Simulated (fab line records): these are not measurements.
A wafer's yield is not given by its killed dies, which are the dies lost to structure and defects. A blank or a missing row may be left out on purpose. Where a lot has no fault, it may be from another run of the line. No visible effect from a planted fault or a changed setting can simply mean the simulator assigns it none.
Which of the tools did it? -- flow sky130 -- 6 lots, 18 wafers sampled, at 3 steps of a route of 708

== WHAT EACH GAUGE READ, for each wafer ==
SKY_VIA4_THK_MEAS_01.
lot,measured,on,VIA4_HDPCVD_THK (nm)
L916,day 43 00:56,film-metro-03,1769 1749 1747
L918,day 43 12:20,film-metro-03,1733 1735 1746
L920,day 44 01:42,film-metro-04,1752 1771 1769
L925,day 45 06:17,film-metro-03,1760 1748 1776
L933,day 47 08:05,film-metro-04,1725 1725 1732
L935,day 47 18:49,film-metro-01,1734 1765 1739

== WHAT TOOL EACH LOT RAN ON (gives the tool, then ch and the chambers of the sampled wafers, and finally the start) ==
lot,SKY_CAP2M_SPUTTER_02,SKY_VIA4_HDPCVD_00
L916,"pvd-sputter-01, day 41 00:37","hdpcvd-02 ch 0,1,2, day 43 00:49"
L918,"pvd-sputter-04, day 41 12:37","hdpcvd-01 ch 0,1,2, day 43 12:08"
L920,"pvd-sputter-04, day 42 02:43","hdpcvd-02 ch 0,1,2, day 44 01:31"
L925,"pvd-sputter-02, day 43 09:06","hdpcvd-02 ch 0,1,2, day 45 06:06"
L933,"pvd-sputter-02, day 45 12:42","hdpcvd-02 ch 1,2, day 47 07:54"
L935,"pvd-sputter-02, day 46 00:36","hdpcvd-02 ch 1,2, day 47 18:37"
- SKY_CAP2M_SPUTTER_02: material TiN, target thk 200 nm, time 166.7 s.
- SKY_VIA4_HDPCVD_00: deposits SiO2, target thk 1750 nm, time 291.7 s.

== THE ANSWER, worked out from the rows above alone ==
Rule: what is usual is taken from the lots themselves. Put in order of their means at a reading, lots are off if they are a third of the lots or fewer, leave a main group of 4 or more, and stand apart from it by a gap of 3 or more times the standard deviation of the main group's means; of several such gaps the widest counts. A main group is skipped when, at the precision printed for the reading in the tables above, its means are all equal. A lot without any number at a reading at which 4 lots or more have one is off too. All remaining lots with rows at the step are treated as sound.
No lot is off at any reading shown: from this, nothing can be told.

== WHAT WAS PUT IN BY THE SIMULATOR ==
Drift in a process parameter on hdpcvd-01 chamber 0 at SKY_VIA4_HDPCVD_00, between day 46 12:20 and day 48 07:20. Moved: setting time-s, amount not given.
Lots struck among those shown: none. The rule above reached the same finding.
